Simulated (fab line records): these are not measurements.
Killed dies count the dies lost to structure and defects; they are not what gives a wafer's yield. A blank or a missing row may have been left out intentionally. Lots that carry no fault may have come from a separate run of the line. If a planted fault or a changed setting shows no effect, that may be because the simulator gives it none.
A single fault, viewed from 2 desks || flow gf180mcu || every desk sees just its own numbers, and what lay behind them comes last

METROLOGY DESK
Lot by lot, what the gauges showed, no matter which tool ran the lot: averages of those sampled wafers that carry a number. Marked OUT: a lot whose mean sits more than 4 standard deviations from the usual mean, which makes it out of limits; the brackets give that distance.
Columns: A = cdNm at GF_M3_CD_MEAS_14, usual 279.8 nm; B = V3_CVD_00_THK at GF_V3_THK_MEAS_01, usual 598 nm; C = V3_W_RS at GF_V3_RS_MEAS_24, usual 0.329 ohm/sq; D = V3_W_THK at GF_V3_THK_MEAS_25, usual 346 nm
{"lot": "L325", "first seen here": "day 21 16:54", "A": 281.2, "B": 603, "C": 0.326, "D": 344}
{"lot": "L328", "first seen here": "day 22 14:19", "A": 278.9, "B": 599, "C": 0.332, "D": 349}
{"lot": "L330", "first seen here": "day 23 10:19", "A": 279.8, "B": 596, "C": 0.334, "D": 340}
{"lot": "L331", "first seen here": "day 23 16:38", "A": 279.8, "B": 597, "C": "0.193 (-28) OUT", "D": "-"}
{"lot": "L332", "first seen here": "day 24 03:39", "A": 281.3, "B": 591, "C": "0.195 (-27) OUT", "D": "560 (+36) OUT"}
{"lot": "L333", "first seen here": "day 24 10:42", "A": 281.7, "B": 598, "C": "0.195 (-27) OUT", "D": "-"}
{"lot": "L342", "first seen here": "day 27 08:09", "A": 279.2, "B": 605, "C": 0.327, "D": 342}
{"lot": "L341", "first seen here": "day 27 08:35", "A": 279.0, "B": 598, "C": 0.333, "D": 339}
{"lot": "L343", "first seen here": "day 27 13:35", "A": 281.3, "B": 607, "C": 0.329, "D": 343}
{"lot": "L344", "first seen here": "day 28 00:29", "A": 279.7, "B": 596, "C": 0.329, "D": 342}
{"lot": "L347", "first seen here": "day 28 21:48", "A": 278.5, "B": 589, "C": 0.326, "D": 351}
This desk finds L331, L332, L333 out of limits, with the earliest case on L331 at day 24 16:46 (V3_W_RS at GF_V3_RS_MEAS_24). In limits: L325, L328, L330, L342, L341, L343, L344, L347.

DESK OF THE TOOL OWNER: cvdW-01
The tool's own readings at GF_V3_CVD_23 (deposits W, target thk 350 nm, time 104.9 s): means of the sampled wafers that have a number, for each lot that ran on this tool. Marked OUT: a lot whose mean sits more than 4 standard deviations from the usual mean, which makes it out of limits; the brackets give that distance.
Columns: A = heaterPowerOuterW at GF_V3_CVD_23, usual 501 W; B = heaterPowerW at GF_V3_CVD_23, usual 835 W; C = susceptorTempC at GF_V3_CVD_23, usual 400.05 C
{"lot": "L325", "first seen here": "day 22 18:01", "A": 491, "B": 822, "C": 400.04}
{"lot": "L328", "first seen here": "day 23 15:31", "A": 494, "B": 837, "C": 400.09}
{"lot": "L330", "first seen here": "day 24 10:28", "A": 495, "B": 833, "C": 399.94}
{"lot": "L331", "first seen here": "day 24 16:39", "A": "691 (+4.8) OUT", "B": 1121, "C": "441.61 (+99 or more) OUT"}
{"lot": "L332", "first seen here": "day 25 03:59", "A": "688 (+4.7) OUT", "B": 1126, "C": "441.78 (+99 or more) OUT"}
{"lot": "L333", "first seen here": "day 25 10:12", "A": 645, "B": 1068, "C": "441.67 (+99 or more) OUT"}
{"lot": "L342", "first seen here": "day 28 07:58", "A": 544, "B": 923, "C": 399.97}
{"lot": "L343", "first seen here": "day 28 12:03", "A": 495, "B": 831, "C": 399.78}
{"lot": "L344", "first seen here": "day 28 22:23", "A": 525, "B": 887, "C": 399.95}
{"lot": "L347", "first seen here": "day 29 19:05", "A": 522, "B": 886, "C": 399.92}
Finding of this desk: L331, L332, L333 out of limits; the first was L331 at day 24 16:39, on heaterPowerOuterW at GF_V3_CVD_23. In limits: L325, L328, L330, L342, L343, L344, L347.

ALL TOGETHER
The tool owner's desk could have raised an alarm at day 24 16:39, on L331, L332, L333.
At day 24 16:46 the metrology desk could have sounded an alarm, on L331, L332, L333.
GF_V3_CVD_23 was run on cvdW-01 by each of the lots named.

WHAT THE SIMULATOR PUT IN
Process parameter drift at GF_V3_CVD_23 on cvdW-01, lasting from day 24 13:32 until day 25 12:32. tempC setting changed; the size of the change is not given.
Lots struck among those shown: L331, L332, L333.
Hours from the fault's start to each desk's first reading out of limits: the tool owner's desk, 3; the metrology desk, 3.
